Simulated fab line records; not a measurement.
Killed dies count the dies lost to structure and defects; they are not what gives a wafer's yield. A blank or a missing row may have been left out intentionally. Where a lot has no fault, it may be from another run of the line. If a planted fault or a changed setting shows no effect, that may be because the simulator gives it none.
Chamber matching | flow sky130 | SKY_METAL3_ETCH_17 on rie_diel-04 has 4 sister chambers
The step etches SiO2 in C4F8/O2/Ar, stops on TiN, time 3.9 s, target depth 15 nm. 16 wafers are shown with their chamber, then 8 later ones without.

## WAFERS PAIRED WITH THEIR CHAMBERS
wafer  | chamber | oes_product_au (a.u.)
L126.1 | 3       | 0.757
L126.2 | 2       | 0.751
L126.4 | 1       | 0.764
L127.2 | 3       | 0.757
L127.4 | 0       | 0.756
L127.5 | 3       | 0.752
L130.1 | 0       | 0.741
L130.4 | 1       | 0.757
L130.6 | 0       | 0.752
L137.4 | 2       | 0.756
L137.5 | 1       | 0.758
L137.6 | 2       | 0.758
L145.2 | 2       | 0.742
L145.4 | 1       | 0.757
L145.6 | 0       | 0.753
L148.2 | 1       | 0.740

SIGNATURES (means of the wafers above)
reading        | chamber 0 | chamber 1 | chamber 2 | chamber 3 | scatter within a chamber
oes_product_au | 0.75050   | 0.75520   | 0.75175   | 0.75533   | 0.0072
Rule: distance of a wafer from a chamber = root of the sum over the readings of ((wafer's reading minus chamber's mean) / reading's scatter) squared. The wafer belongs to the nearest chamber; if the next one is less than 2 further off, it can't be placed. The scatter is the square root of a quotient: the sum, over the shown wafers, of each reading's squared deviation from its chamber's mean, divided by wafers minus chambers.

## WAFERS WITHOUT THEIR CHAMBER
wafer  | oes_product_au (a.u.)
L148.4 | 0.754
L148.5 | 0.748
L147.3 | 0.731
L147.4 | 0.756
L147.5 | 0.751
L149.1 | 0.753
L149.3 | 0.749
L149.6 | 0.754

## WHICH CHAMBER EACH WENT THROUGH
wafer  | from the rows above               | in truth
L148.4 | can't be placed: 1 or 3 or 2 or 0 | 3
L148.5 | can't be placed: 0 or 2 or 1 or 3 | 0
L147.3 | can't be placed: 0 or 2 or 1 or 3 | 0
L147.4 | can't be placed: 3 or 1 or 2 or 0 | 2
L147.5 | can't be placed: 0 or 2 or 1 or 3 | 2
L149.1 | can't be placed: 2 or 1 or 3 or 0 | 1
L149.3 | can't be placed: 0 or 2 or 1 or 3 | 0
L149.6 | can't be placed: 1 or 3 or 2 or 0 | 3
Correctly placed: 0 of 8. Can't be placed from these rows: 8 (the true chamber is among the candidates in 8). Wrongly placed: 0.
